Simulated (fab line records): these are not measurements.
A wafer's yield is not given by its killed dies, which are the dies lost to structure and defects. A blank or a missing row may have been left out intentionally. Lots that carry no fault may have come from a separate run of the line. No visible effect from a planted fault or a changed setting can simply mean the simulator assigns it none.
fab line records ; flow gf180mcu
record: lots: 24; wafers: 72; last_day: 34
route steps=602 shown SALICIDE@282 CONTACT@303 V2@384 V4@499 TOP_METAL@572
lots that met no fault: taken from a fault-free run of the same line
start_h: hours from the record's opening day to when the first of the lot's shown wafers began ; wait_h: how many hours have passed since the lot's step before this one ; " the same as in the row above ; L1.1+2: a row that stands for several wafers ; - either no value or no given start ; * or withheld: withheld ; < > ~ a bound
route shown NAME@n: NAME is a module with steps in the file, n the number in the route of the first one ; usual: mean/standard deviation of fault-free wafers ; same: alike in all rows ; chamber/n: place in a boat ; sites: readings site by site ; _std_site: the values' standard deviation ; _edge_site: mean of outer sites minus mean of inner sites ; radius_mm: how far each site lies from the wafer's centre ; mask NAME#n: copy n ; behind: the tool/chamber that last shaped the wafer ; hold: what put the lot on hold/how long, in hours/how the hold closed ; device: transistor that didn't switch, given as n, p or np ; end of line: tests of these same wafers at the route's end ; a step given without rows: its recipe and nothing more ; killed: at the first sort, the dies lost to defects and structure; wafer yield is something else ; map: dies across one wafer; x = killed, . = not, _ = none there
set.NAME: the setting the step ran with; set.NAME@STEP: the setting that earlier step ran with ; model.NAME: the simulator's own value behind a step, which no gauge read
steps of the route over a sample of lots; a table a step, a row a wafer
services: a tool's chamber out of use, with start hour (start_h, from the record's first day; less than 0 if before it), hours out, and reason
== steps ==
step: GF_SALICIDE_RS_MEAS_04
recipe: thk_meas_gauge: four-point-probe; reads: TiN_of_SALICIDE_SPUTTER_03+Co_of_SALICIDE_SPUTTER_02
usual: SALICIDE_TIN_RS: 16.38/0.22
lot.wafer;tool;chamber;start_h;wait_h;SALICIDE_TIN_RS[ohm/sq]
L074.2;film_metro-04;-;338.08;0.0;16.18
L074.5;film_metro-04;-;338.08;0.0;16.52
L074.6;film_metro-04;-;338.08;0.0;16.63
L075.2;film_metro-03;-;345.92;0.0;16.70
L075.3;film_metro-03;-;345.92;0.0;16.64
L075.4;film_metro-03;-;345.92;0.0;16.69
L076.1;film_metro-04;-;349.06;0.0;15.96
L076.2;film_metro-04;-;349.06;0.0;16.01
L076.4;film_metro-04;-;349.06;0.0;16.03
L077.1;film_metro-01;-;366.51;0.0;16.13
L077.4;film_metro-01;-;366.51;0.0;16.37
L077.5;film_metro-01;-;366.51;0.0;16.09
L078.2;film_metro-01;-;375.51;0.0;16.78
L078.5;film_metro-01;-;375.51;0.0;16.69
L078.6;film_metro-01;-;375.51;0.0;16.58
L079.4;film_metro-01;-;388.91;0.1;16.51
L079.5;film_metro-01;-;388.91;0.1;16.14
L079.6;film_metro-01;-;388.91;0.1;16.23
L080.2;film_metro-03;-;392.34;0.0;16.46
L080.3;film_metro-03;-;392.34;0.0;16.49
L080.4;film_metro-03;-;392.34;0.0;16.09
L081.1;film_metro-03;-;398.03;0.0;16.27
L081.4;film_metro-03;-;398.03;0.0;16.38
L081.6;film_metro-03;-;398.03;0.0;16.15
L082.1;film_metro-01;-;411.49;0.0;16.52
L082.2;film_metro-01;-;411.49;0.0;16.62
L082.6;film_metro-01;-;411.49;0.0;16.12
L083.3;film_metro-01;-;424.37;0.1;16.21
L083.5;film_metro-01;-;424.37;0.1;16.09
L083.6;film_metro-01;-;424.37;0.1;15.97
L084.2;film_metro-04;-;427.77;0.0;16.42
L084.3;film_metro-04;-;427.77;0.0;16.41
L084.4;film_metro-04;-;427.77;0.0;16.16
L085.3;film_metro-03;-;432.22;0.1;16.60
L085.4;film_metro-03;-;432.22;0.1;16.55
L085.6;film_metro-03;-;432.22;0.1;16.76
L086.4;film_metro-03;-;444.49;0.1;16.69
L086.5;film_metro-03;-;444.49;0.1;16.32
L086.6;film_metro-03;-;444.49;0.1;16.64
L087.1;film_metro-04;-;453.87;0.0;16.11
L087.5;film_metro-04;-;453.87;0.0;16.15
L087.6;film_metro-04;-;453.87;0.0;16.42
L088.3;film_metro-01;-;460.03;0.1;16.27
L088.4;film_metro-01;-;460.03;0.1;16.20
L088.5;film_metro-01;-;460.03;0.1;16.56
L089.1;film_metro-04;-;474.44;0.0;16.26
L089.4;film_metro-04;-;474.44;0.0;16.38
L089.5;film_metro-04;-;474.44;0.0;16.48
L090.2;film_metro-03;-;479.78;0.0;16.45
L090.3;film_metro-03;-;479.78;0.0;16.34
L090.5;film_metro-03;-;479.78;0.0;16.33
L091.2;film_metro-03;-;486.00;0.0;16.45
L091.4;film_metro-03;-;486.00;0.0;16.43
L091.6;film_metro-03;-;486.00;0.0;16.21
L092.1;film_metro-04;-;492.53;0.0;15.97
L092.5;film_metro-04;-;492.53;0.0;15.89
L092.6;film_metro-04;-;492.53;0.0;16.14
L093.4;film_metro-04;-;502.15;0.1;16.40
L093.5;film_metro-04;-;502.15;0.1;16.47
L093.6;film_metro-04;-;502.15;0.1;16.15
L094.3;film_metro-04;-;506.72;0.1;16.49
L094.4;film_metro-04;-;506.72;0.1;16.28
L094.6;film_metro-04;-;506.72;0.1;16.59
L095.2;film_metro-01;-;519.40;0.0;16.61
L095.3;film_metro-01;-;519.40;0.0;16.50
L095.6;film_metro-01;-;519.40;0.0;16.65
L096.1;film_metro-04;-;524.39;0.0;16.41
L096.2;film_metro-04;-;524.39;0.0;16.50
L096.3;film_metro-04;-;524.39;0.0;16.55
L097.4;film_metro-03;-;534.74;0.1;16.49
L097.5;film_metro-03;-;534.74;0.1;16.61
L097.6;film_metro-03;-;534.74;0.1;16.40
step: GF_SALICIDE_THK_MEAS_05
recipe: thk_meas_gauge: xrf; reads: TiN_of_SALICIDE_SPUTTER_03
usual: SALICIDE_TIN_THK: 19.82/0.21
lot.wafer;tool;chamber;start_h;wait_h;SALICIDE_TIN_THK[nm]
L074.2;film_metro-04;-;338.19;0.1;19.72
L074.5;film_metro-04;-;338.19;0.1;20.03
L074.6;film_metro-04;-;338.19;0.1;19.89
L075.2;film_metro-03;-;346.03;0.1;19.62
L075.3;film_metro-03;-;346.03;0.1;19.55
L075.4;film_metro-03;-;346.03;0.1;19.68
L076.1;film_metro-04;-;349.18;0.1;20.11
L076.2;film_metro-04;-;349.18;0.1;20.06
L076.4;film_metro-04;-;349.18;0.1;19.88
L077.1;film_metro-01;-;366.63;0.1;20.03
L077.4;film_metro-01;-;366.63;0.1;20.00
L077.5;film_metro-01;-;366.63;0.1;20.10
L078.2;film_metro-01;-;375.62;0.1;19.44
L078.5;film_metro-01;-;375.62;0.1;19.53
L078.6;film_metro-01;-;375.62;0.1;19.81
L079.4;film_metro-01;-;389.00;0.1;19.72
L079.5;film_metro-01;-;389.00;0.1;19.95
L079.6;film_metro-01;-;389.00;0.1;19.68
L080.2;film_metro-03;-;392.45;0.1;19.52
L080.3;film_metro-03;-;392.45;0.1;19.54
L080.4;film_metro-03;-;392.45;0.1;19.79
L081.1;film_metro-03;-;398.15;0.1;19.56
L081.4;film_metro-03;-;398.15;0.1;19.81
L081.6;film_metro-03;-;398.15;0.1;19.84
L082.1;film_metro-01;-;411.61;0.1;19.68
L082.2;film_metro-01;-;411.61;0.1;19.77
L082.6;film_metro-01;-;411.61;0.1;19.93
L083.3;film_metro-01;-;424.47;0.1;19.68
L083.5;film_metro-01;-;424.47;0.1;19.78
L083.6;film_metro-01;-;424.47;0.1;19.72
L084.2;film_metro-04;-;427.88;0.1;20.01
L084.3;film_metro-04;-;427.88;0.1;20.11
L084.4;film_metro-04;-;427.88;0.1;19.96
L085.3;film_metro-03;-;432.32;0.1;19.87
L085.4;film_metro-03;-;432.32;0.1;19.87
L085.6;film_metro-03;-;432.32;0.1;19.79
L086.4;film_metro-03;-;444.58;0.1;19.97
L086.5;film_metro-03;-;444.58;0.1;20.21
L086.6;film_metro-03;-;444.58;0.1;19.85
L087.1;film_metro-04;-;453.99;0.1;20.17
L087.5;film_metro-04;-;453.99;0.1;20.10
L087.6;film_metro-04;-;453.99;0.1;19.91
L088.3;film_metro-01;-;460.13;0.1;19.12
L088.4;film_metro-01;-;460.13;0.1;19.44
L088.5;film_metro-01;-;460.13;0.1;19.34
L089.1;film_metro-04;-;474.56;0.1;19.82
L089.4;film_metro-04;-;474.56;0.1;19.91
L089.5;film_metro-04;-;474.56;0.1;19.98
L090.2;film_metro-03;-;479.89;0.1;19.94
L090.3;film_metro-03;-;479.89;0.1;19.99
L090.5;film_metro-03;-;479.89;0.1;20.01
L091.2;film_metro-03;-;486.11;0.1;19.85
L091.4;film_metro-03;-;486.11;0.1;19.77
L091.6;film_metro-03;-;486.11;0.1;19.83
L092.1;film_metro-04;-;492.65;0.1;19.77
L092.5;film_metro-04;-;492.65;0.1;19.94
L092.6;film_metro-04;-;492.65;0.1;19.77
L093.4;film_metro-04;-;502.24;0.1;19.93
L093.5;film_metro-04;-;502.24;0.1;19.78
L093.6;film_metro-04;-;502.24;0.1;19.85
L094.3;film_metro-04;-;506.82;0.1;19.84
L094.4;film_metro-04;-;506.82;0.1;19.47
L094.6;film_metro-04;-;506.82;0.1;19.65
L095.2;film_metro-01;-;519.51;0.1;20.28
L095.3;film_metro-01;-;519.51;0.1;20.21
L095.6;film_metro-01;-;519.51;0.1;19.98
L096.1;film_metro-04;-;524.51;0.1;19.83
L096.2;film_metro-04;-;524.51;0.1;19.80
L096.3;film_metro-04;-;524.51;0.1;19.63
L097.4;film_metro-03;-;534.83;0.1;19.85
L097.5;film_metro-03;-;534.83;0.1;19.93
L097.6;film_metro-03;-;534.83;0.1;19.75
step: GF_CONTACT_ETCH_16
recipe: chemistry: N2/H2; target_depth_a: withheld; overetch_a: withheld; time_s: withheld; target: BARC; ion_energy_ev: 200; source_w: 500; bias_w: 100; pressure_mtorr: 30; n2_flow_sccm: 100; h2_flow_sccm: 200
usual: drypump_motor_current_A: 5.9/0.4; oes_product_au: 0.854/0.004; rf_fwd_power_W: 494.8/2; throttle_valve_pct: 13.226/0.0083
lot.wafer;tool;chamber;start_h;wait_h;drypump_motor_current_A;oes_product_au;rf_fwd_power_W;throttle_valve_pct
L074.2;rie_diel-01;3;359.84;0.0;6.1;0.859;495.4;13.229
L074.5;rie_diel-01;2;359.84;0.0;6.3;0.863;494.6;13.228
L074.6;rie_diel-01;3;359.84;0.0;6.1;0.853;493.3;13.230
L075.2;rie_diel-02;1;368.69;0.0;5.6;0.853;494.2;13.222
L075.3;rie_diel-02;0;368.69;0.0;5.7;0.855;495.8;13.230
L075.4;rie_diel-02;3;368.69;0.0;6.4;0.859;496.3;13.227
L076.1;rie_diel-03;3;372.03;0.0;5.0;0.860;494.8;13.235
L076.2;rie_diel-03;2;372.03;0.0;6.3;0.852;497.0;13.218
L076.4;rie_diel-03;1;372.03;0.0;5.7;0.853;492.7;13.222
L077.1;rie_diel-03;1;390.59;0.0;5.6;0.855;493.1;13.216
L077.4;rie_diel-03;2;390.59;0.0;6.3;0.860;496.3;13.226
L077.5;rie_diel-03;1;390.59;0.0;5.6;0.851;495.1;13.220
L078.2;rie_diel-03;1;399.74;0.0;5.6;0.854;494.1;13.215
L078.5;rie_diel-03;1;399.74;0.0;5.7;0.850;493.2;13.239
L078.6;rie_diel-03;2;399.74;0.0;6.3;0.850;496.7;13.226
L079.4;rie_diel-01;1;413.64;0.0;6.0;0.856;491.3;13.232
L079.5;rie_diel-01;1;413.64;0.0;6.0;0.857;492.4;13.237
L079.6;rie_diel-01;0;413.64;0.0;6.0;0.853;493.6;13.210
L080.2;rie_diel-01;1;416.49;0.0;6.0;0.851;493.5;13.241
L080.3;rie_diel-01;3;416.49;0.0;6.1;0.859;494.2;13.238
L080.4;rie_diel-01;0;416.49;0.0;6.0;0.851;495.6;13.218
L081.1;rie_diel-02;3;422.99;0.0;6.4;0.854;494.0;13.239
L081.4;rie_diel-02;0;422.99;0.0;5.8;0.853;493.5;13.232
L081.6;rie_diel-02;2;422.99;0.0;6.5;0.847;495.4;13.227
L082.1;rie_diel-02;0;437.59;0.0;5.7;0.852;493.7;13.228
L082.2;rie_diel-02;1;437.59;0.0;5.6;0.857;495.3;13.219
L082.6;rie_diel-02;0;437.59;0.0;5.7;0.859;492.0;13.235
L083.3;rie_diel-01;2;449.69;0.0;6.3;0.855;493.7;13.221
L083.5;rie_diel-01;3;449.69;0.0;6.1;0.857;491.0;13.217
L083.6;rie_diel-01;0;449.69;0.0;6.0;0.857;495.8;13.227
L084.2;rie_diel-01;3;453.14;0.0;6.1;0.855;494.8;13.227
L084.3;rie_diel-01;0;453.14;0.0;5.9;0.859;494.9;13.219
L084.4;rie_diel-01;2;453.14;0.0;6.3;0.856;494.9;13.213
L085.3;rie_diel-03;1;457.24;0.0;5.7;0.856;497.0;13.236
L085.4;rie_diel-03;2;457.24;0.0;6.3;0.860;496.7;13.224
L085.6;rie_diel-03;0;457.24;0.0;5.3;0.851;493.3;13.228
L086.4;rie_diel-02;0;469.74;0.0;5.7;0.843;495.1;13.208
L086.5;rie_diel-02;0;469.74;0.0;5.7;0.856;496.8;13.213
L086.6;rie_diel-02;3;469.74;0.0;6.3;0.855;494.6;13.212
L087.1;rie_diel-01;3;479.64;0.0;6.1;0.852;495.4;13.238
L087.5;rie_diel-01;0;479.64;0.0;6.0;0.860;496.1;13.229
L087.6;rie_diel-01;1;479.64;0.0;6.0;0.854;492.9;13.224
L088.3;rie_diel-02;1;485.34;0.0;5.6;0.852;494.4;13.216
L088.4;rie_diel-02;3;485.34;0.0;6.4;0.857;495.2;13.229
L088.5;rie_diel-02;0;485.34;0.0;5.7;0.860;494.7;13.218
L089.1;rie_diel-03;2;499.44;0.0;6.3;0.859;496.3;13.216
L089.4;rie_diel-03;1;499.44;0.0;5.6;0.852;494.0;13.219
L089.5;rie_diel-03;1;499.44;0.0;5.6;0.849;493.0;13.219
L090.2;rie_diel-03;0;504.54;0.0;5.3;0.862;493.7;13.214
L090.3;rie_diel-03;1;504.54;0.0;5.7;0.852;493.5;13.231
L090.5;rie_diel-03;0;504.54;0.0;5.3;0.851;492.5;13.228
L091.2;rie_diel-03;2;510.84;0.0;6.3;0.854;495.8;13.221
L091.4;rie_diel-03;3;510.84;0.0;5.1;0.856;493.4;13.225
L091.6;rie_diel-03;2;510.84;0.0;6.3;0.858;496.8;13.213
L092.1;rie_diel-01;3;517.48;0.0;6.1;0.854;494.4;13.229
L092.5;rie_diel-01;0;517.48;0.0;6.0;0.856;495.8;13.223
L092.6;rie_diel-01;1;517.48;0.0;6.0;0.848;490.5;13.224
L093.4;rie_diel-02;2;526.61;0.0;6.4;0.854;497.4;13.234
L093.5;rie_diel-02;3;526.61;0.0;6.4;0.855;496.3;13.224
L093.6;rie_diel-02;0;526.61;0.0;5.7;0.856;493.2;13.232
L094.3;rie_diel-02;3;531.74;0.0;6.3;0.853;494.6;13.235
L094.4;rie_diel-02;2;531.74;0.0;6.5;0.852;497.8;13.240
L094.6;rie_diel-02;0;531.74;0.0;5.7;0.853;496.6;13.234
L095.2;rie_diel-01;2;543.24;0.0;6.3;0.855;498.3;13.226
L095.3;rie_diel-01;3;543.24;0.0;6.1;0.858;494.3;13.225
L095.6;rie_diel-01;2;543.24;0.0;6.3;0.852;494.8;13.235
L096.1;rie_diel-02;0;548.99;0.0;5.7;0.854;497.0;13.231
L096.2;rie_diel-02;1;548.99;0.0;5.6;0.858;493.6;13.214
L096.3;rie_diel-02;3;548.99;0.0;6.3;0.855;496.9;13.222
L097.4;rie_diel-01;1;558.54;0.0;6.0;0.854;496.1;13.211
L097.5;rie_diel-01;0;558.54;0.0;5.9;0.840;495.9;13.251
L097.6;rie_diel-01;1;558.54;0.0;6.0;0.846;493.1;13.218
step: GF_V2_CVD_02
recipe: material: SiO2; target_thk_nm: 850; precursor: TEOS; temp_c: 400; time_s: 94.851; rf_w: 600
usual: heater_power_w: 662/85; rf_fwd_power_W: 596.4/2.1
lot.wafer;tool;chamber;start_h;wait_h;heater_power_w;rf_fwd_power_W
L074.2;pecvd-02;2;434.39;0.0;623;595.2
L074.5;pecvd-02;1;434.39;0.0;685;597.5
L074.6;pecvd-02;2;434.39;0.0;496;596.8
L075.2;pecvd-02;1;445.25;0.0;680;599.5
L075.3;pecvd-02;0;445.25;0.0;653;599.4
L075.4;pecvd-02;2;445.25;0.0;633;601.4
L076.1;pecvd-02;2;448.74;0.1;559;595.9
L076.2;pecvd-02;1;448.74;0.1;744;600.2
L076.4;pecvd-02;1;448.74;0.1;599;599.7
L077.1;pecvd-03;0;467.62;0.1;651;597.9
L077.4;pecvd-03;1;467.62;0.1;693;593.7
L077.5;pecvd-03;2;467.62;0.1;548;596.3
L078.2;pecvd-02;2;477.96;0.0;609;594.0
L078.5;pecvd-02;1;477.96;0.0;601;597.0
L078.6;pecvd-02;2;477.96;0.0;482;594.9
L079.4;pecvd-03;1;491.77;0.1;683;594.3
L079.5;pecvd-03;0;491.77;0.1;603;595.9
L079.6;pecvd-03;2;491.77;0.1;630;596.6
L080.2;pecvd-03;0;494.81;0.0;620;595.0
L080.3;pecvd-03;1;494.81;0.0;654;591.7
L080.4;pecvd-03;0;494.81;0.0;707;596.6
L081.1;pecvd-03;1;501.12;0.1;647;594.9
L081.4;pecvd-03;0;501.12;0.1;599;599.2
L081.6;pecvd-03;1;501.12;0.1;702;597.3
L082.1;pecvd-02;2;515.16;0.1;599;596.3
L082.2;pecvd-02;1;515.16;0.1;703;598.8
L082.6;pecvd-02;1;515.16;0.1;726;596.9
L083.3;pecvd-03;1;526.38;0.0;653;594.3
L083.5;pecvd-03;2;526.38;0.0;587;599.0
L083.6;pecvd-03;0;526.38;0.0;772;595.6
L084.2;pecvd-02;2;529.45;0.0;603;596.7
L084.3;pecvd-02;0;529.45;0.0;606;599.8
L084.4;pecvd-02;0;529.45;0.0;636;599.7
L085.3;pecvd-02;1;533.56;0.0;683;597.9
L085.4;pecvd-02;0;533.56;0.0;520;599.3
L085.6;pecvd-02;1;533.56;0.0;703;598.3
L086.4;pecvd-01;1;545.99;0.1;655;598.2
L086.5;pecvd-01;0;545.99;0.1;625;594.9
L086.6;pecvd-01;2;545.99;0.1;777;597.0
L087.1;pecvd-01;2;555.13;0.1;793;595.5
L087.5;pecvd-01;1;555.13;0.1;692;591.3
L087.6;pecvd-01;0;555.13;0.1;630;592.6
L088.3;pecvd-02;2;559.84;0.0;601;594.4
L088.4;pecvd-02;2;559.84;0.0;500;593.1
L088.5;pecvd-02;1;559.84;0.0;705;598.4
L089.1;pecvd-01;1;573.77;0.1;662;594.9
L089.4;pecvd-01;1;573.77;0.1;716;598.5
L089.5;pecvd-01;2;573.77;0.1;838;596.6
L090.2;pecvd-03;1;578.08;0.0;561;595.0
L090.3;pecvd-03;2;578.08;0.0;615;600.6
L090.5;pecvd-03;1;578.08;0.0;646;592.6
L091.2;pecvd-01;2;584.01;0.0;852;592.5
L091.4;pecvd-01;1;584.01;0.0;652;596.8
L091.6;pecvd-01;0;584.01;0.0;778;597.7
L092.1;pecvd-01;2;589.53;0.1;821;596.5
L092.5;pecvd-01;0;589.53;0.1;746;594.4
L092.6;pecvd-01;1;589.53;0.1;705;598.6
L093.4;pecvd-01;2;597.84;0.1;694;595.4
L093.5;pecvd-01;0;597.84;0.1;735;595.6
L093.6;pecvd-01;1;597.84;0.1;701;594.2
L094.3;pecvd-01;1;602.30;0.1;703;595.8
L094.4;pecvd-01;2;602.30;0.1;669;596.8
L094.6;pecvd-01;2;602.30;0.1;754;595.2
L095.2;pecvd-02;1;614.74;0.0;737;598.7
L095.3;pecvd-02;2;614.74;0.0;594;594.7
L095.6;pecvd-02;1;614.74;0.0;583;593.0
L096.1;pecvd-02;0;618.77;0.1;590;597.4
L096.2;pecvd-02;1;618.77;0.1;704;598.8
L096.3;pecvd-02;2;618.77;0.1;573;596.1
L097.4;pecvd-01;0;626.72;0.1;743;597.2
L097.5;pecvd-01;1;626.72;0.1;686;598.1
L097.6;pecvd-01;2;626.72;0.1;839;595.1
step: GF_V4_CVD_23
recipe: material: W; target_thk_nm: 350; time_s: 104.9; temp_c: 400; pressure_torr: 40
usual: heater_power_w: 852/35
lot.wafer;tool;chamber;start_h;wait_h;heater_power_w
L074.2;cvd_w-01;0;559.75;0.0;846
L074.5;cvd_w-01;0;559.75;0.0;861
L074.6;cvd_w-01;1;559.75;0.0;860
L075.2;cvd_w-02;1;570.77;0.0;789
L075.3;cvd_w-02;0;570.77;0.0;880
L075.4;cvd_w-02;1;570.77;0.0;810
L076.1;cvd_w-01;1;571.83;0.0;840
L076.2;cvd_w-01;0;571.83;0.0;854
L076.4;cvd_w-01;0;571.83;0.0;826
L077.1;cvd_w-02;0;588.25;0.0;889
L077.4;cvd_w-02;0;588.25;0.0;929
L077.5;cvd_w-02;0;588.25;0.0;897
L078.2;cvd_w-02;1;598.50;0.0;826
L078.5;cvd_w-02;1;598.50;0.0;819
L078.6;cvd_w-02;0;598.50;0.0;887
L079.4;cvd_w-01;0;610.63;0.1;841
L079.5;cvd_w-01;0;610.63;0.1;854
L079.6;cvd_w-01;1;610.63;0.1;865
L080.2;cvd_w-02;1;614.00;0.0;807
L080.3;cvd_w-02;1;614.00;0.0;805
L080.4;cvd_w-02;0;614.00;0.0;910
L081.1;cvd_w-01;1;619.25;0.0;840
L081.4;cvd_w-01;0;619.25;0.0;860
L081.6;cvd_w-01;1;619.25;0.0;849
L082.1;cvd_w-01;0;629.80;0.0;831
L082.2;cvd_w-01;1;629.80;0.0;839
L082.6;cvd_w-01;1;629.80;0.0;829
L083.3;cvd_w-01;0;642.49;0.1;869
L083.5;cvd_w-01;1;642.49;0.1;851
L083.6;cvd_w-01;0;642.49;0.1;849
L084.2;cvd_w-01;0;644.43;0.0;843
L084.3;cvd_w-01;1;644.43;0.0;819
L084.4;cvd_w-01;0;644.43;0.0;857
L085.3;cvd_w-01;0;646.33;0.1;852
L085.4;cvd_w-01;1;646.33;0.1;845
L085.6;cvd_w-01;1;646.33;0.1;842
L086.4;cvd_w-02;0;658.42;0.1;898
L086.5;cvd_w-02;0;658.42;0.1;909
L086.6;cvd_w-02;1;658.42;0.1;813
L087.1;cvd_w-02;0;667.04;0.0;874
L087.5;cvd_w-02;1;667.04;0.0;796
L087.6;cvd_w-02;0;667.04;0.0;917
L088.3;cvd_w-02;0;670.92;0.1;919
L088.4;cvd_w-02;1;670.92;0.1;804
L088.5;cvd_w-02;0;670.92;0.1;900
L089.1;cvd_w-01;1;681.75;0.0;842
L089.4;cvd_w-01;1;681.75;0.0;833
L089.5;cvd_w-01;0;681.75;0.0;850
L090.2;cvd_w-01;1;686.55;0.0;843
L090.3;cvd_w-01;1;686.55;0.0;836
L090.5;cvd_w-01;1;686.55;0.0;853
L091.2;cvd_w-02;0;692.20;0.0;889
L091.4;cvd_w-02;1;692.20;0.0;816
L091.6;cvd_w-02;1;692.20;0.0;846
L092.1;cvd_w-02;1;697.90;0.0;819
L092.5;cvd_w-02;1;697.90;0.0;801
L092.6;cvd_w-02;0;697.90;0.0;920
L093.4;cvd_w-02;1;703.61;0.0;794
L093.5;cvd_w-02;0;703.61;0.0;900
L093.6;cvd_w-02;1;703.61;0.0;804
L094.3;cvd_w-01;0;708.65;0.1;851
L094.4;cvd_w-01;1;708.65;0.1;831
L094.6;cvd_w-01;0;708.65;0.1;869
L095.2;cvd_w-02;0;717.89;0.1;904
L095.3;cvd_w-02;0;717.89;0.1;902
L095.6;cvd_w-02;0;717.89;0.1;903
L096.1;cvd_w-01;1;722.99;0.0;842
L096.2;cvd_w-01;0;722.99;0.0;860
L096.3;cvd_w-01;0;722.99;0.0;858
L097.4;cvd_w-02;0;728.59;0.1;876
L097.5;cvd_w-02;0;728.59;0.1;893
L097.6;cvd_w-02;1;728.59;0.1;815
step: GF_TOP_METAL_RS_MEAS_05
recipe: thk_meas_gauge: four-point-probe; reads: TiN_of_TOP_METAL_SPUTTER_04+Ti_of_TOP_METAL_SPUTTER_03+AlCu_of_TOP_METAL_SPUTTER_02+TiN_of_TOP_METAL_SPUTTER_01+Ti_of_TOP_METAL_SPUTTER_00
usual: TOP_METAL_ALCU_RS: 0.0328/0.00036
lot.wafer;tool;chamber;start_h;wait_h;TOP_METAL_ALCU_RS[ohm/sq]
L074.2;film_metro-04;-;629.00;0.0;0.0326
L074.5;film_metro-04;-;629.00;0.0;0.0326
L074.6;film_metro-04;-;629.00;0.0;0.0324
L075.2;film_metro-01;-;638.46;0.0;0.0326
L075.3;film_metro-01;-;638.46;0.0;0.0330
L075.4;film_metro-01;-;638.46;0.0;0.0327
L076.1;film_metro-04;-;639.34;0.0;0.0328
L076.2;film_metro-04;-;639.34;0.0;0.0330
L076.4;film_metro-04;-;639.34;0.0;0.0333
L077.1;film_metro-04;-;653.68;0.0;0.0331
L077.4;film_metro-04;-;653.68;0.0;0.0334
L077.5;film_metro-04;-;653.68;0.0;0.0336
L078.2;film_metro-01;-;663.92;0.0;0.0327
L078.5;film_metro-01;-;663.92;0.0;0.0327
L078.6;film_metro-01;-;663.92;0.0;0.0327
L079.4;film_metro-01;-;674.80;0.1;0.0324
L079.5;film_metro-01;-;674.80;0.1;0.0326
L079.6;film_metro-01;-;674.80;0.1;0.0329
L080.2;film_metro-01;-;677.81;0.0;0.0332
L080.3;film_metro-01;-;677.81;0.0;0.0332
L080.4;film_metro-01;-;677.81;0.0;0.0334
L081.1;film_metro-01;-;683.29;0.0;0.0325
L081.4;film_metro-01;-;683.29;0.0;0.0325
L081.6;film_metro-01;-;683.29;0.0;0.0325
L082.1;film_metro-01;-;691.79;0.0;0.0332
L082.2;film_metro-01;-;691.79;0.0;0.0332
L082.6;film_metro-01;-;691.79;0.0;0.0332
L083.3;film_metro-01;-;703.71;0.1;0.0329
L083.5;film_metro-01;-;703.71;0.1;0.0330
L083.6;film_metro-01;-;703.71;0.1;0.0331
L084.2;film_metro-04;-;706.09;0.0;0.0337
L084.3;film_metro-04;-;706.09;0.0;0.0338
L084.4;film_metro-04;-;706.09;0.0;0.0336
L085.3;film_metro-04;-;708.19;0.1;0.0327
L085.4;film_metro-04;-;708.19;0.1;0.0325
L085.6;film_metro-04;-;708.19;0.1;0.0326
L086.4;film_metro-03;-;719.21;0.1;0.0332
L086.5;film_metro-03;-;719.21;0.1;0.0330
L086.6;film_metro-03;-;719.21;0.1;0.0330
L087.1;film_metro-04;-;726.19;0.0;0.0327
L087.5;film_metro-04;-;726.19;0.0;0.0328
L087.6;film_metro-04;-;726.19;0.0;0.0330
L088.3;film_metro-01;-;730.12;0.1;0.0336
L088.4;film_metro-01;-;730.12;0.1;0.0331
L088.5;film_metro-01;-;730.12;0.1;0.0332
L090.2;film_metro-03;-;744.71;0.0;0.0328
L090.3;film_metro-03;-;744.71;0.0;0.0328
L090.5;film_metro-03;-;744.71;0.0;0.0326
L091.2;film_metro-03;-;750.06;0.0;0.0322
L091.4;film_metro-03;-;750.06;0.0;0.0323
L091.6;film_metro-03;-;750.06;0.0;0.0324
L092.1;film_metro-03;-;754.67;0.0;0.0331
L092.5;film_metro-03;-;754.67;0.0;0.0330
L092.6;film_metro-03;-;754.67;0.0;0.0328
L089.1;film_metro-03;-;760.11;0.0;0.0330
L089.4;film_metro-03;-;760.11;0.0;0.0330
L089.5;film_metro-03;-;760.11;0.0;0.0330
L093.4;film_metro-03;-;760.52;0.1;0.0324
L093.5;film_metro-03;-;760.52;0.1;0.0326
L093.6;film_metro-03;-;760.52;0.1;0.0325
L094.3;film_metro-03;-;764.70;0.1;0.0326
L094.4;film_metro-03;-;764.70;0.1;0.0327
L094.6;film_metro-03;-;764.70;0.1;0.0326
L095.2;film_metro-03;-;773.89;0.0;0.0323
L095.3;film_metro-03;-;773.89;0.0;0.0322
L095.6;film_metro-03;-;773.89;0.0;0.0324
L096.1;film_metro-01;-;777.55;0.0;0.0327
L096.2;film_metro-01;-;777.55;0.0;0.0327
L096.3;film_metro-01;-;777.55;0.0;0.0327
L097.4;film_metro-03;-;782.00;0.1;0.0329
L097.5;film_metro-03;-;782.00;0.1;0.0328
L097.6;film_metro-03;-;782.00;0.1;0.0328
== services ==
tool;chamber;start_h;hours;kind
pecvd-01;0;354.57;49.4;repair
rie_diel-01;1;357.72;15.0;repair
pecvd-01;-;368.88;14.0;pm
rie_diel-01;3;371.72;6.5;repair
rie_diel-02;2;375.50;8.0;repair
cvd_w-02;-;390.00;14.0;pm
cvd_w-01;-;405.43;2.2;repair
pecvd-02;2;417.46;5.9;repair
cvd_w-01;0;421.76;7.9;repair
cvd_w-02;-;464.45;2.8;pm
cvd_w-01;-;472.55;12.0;repair
rie_diel-01;-;486.98;28.1;pm
rie_diel-01;-;515.80;0.4;repair
rie_diel-01;1;563.43;9.1;repair
pecvd-02;-;567.50;0.5;repair
rie_diel-01;0;572.75;7.6;repair
cvd_w-02;-;578.24;6.0;pm
rie_diel-01;-;599.75;2.8;pm
cvd_w-01;0;608.23;1.6;repair
pecvd-02;-;628.82;14.6;pm
cvd_w-02;-;636.48;0.7;repair
cvd_w-01;-;664.10;0.5;repair
rie_diel-01;3;708.39;6.0;repair
cvd_w-02;1;714.16;9.1;repair
== key ==
fault none
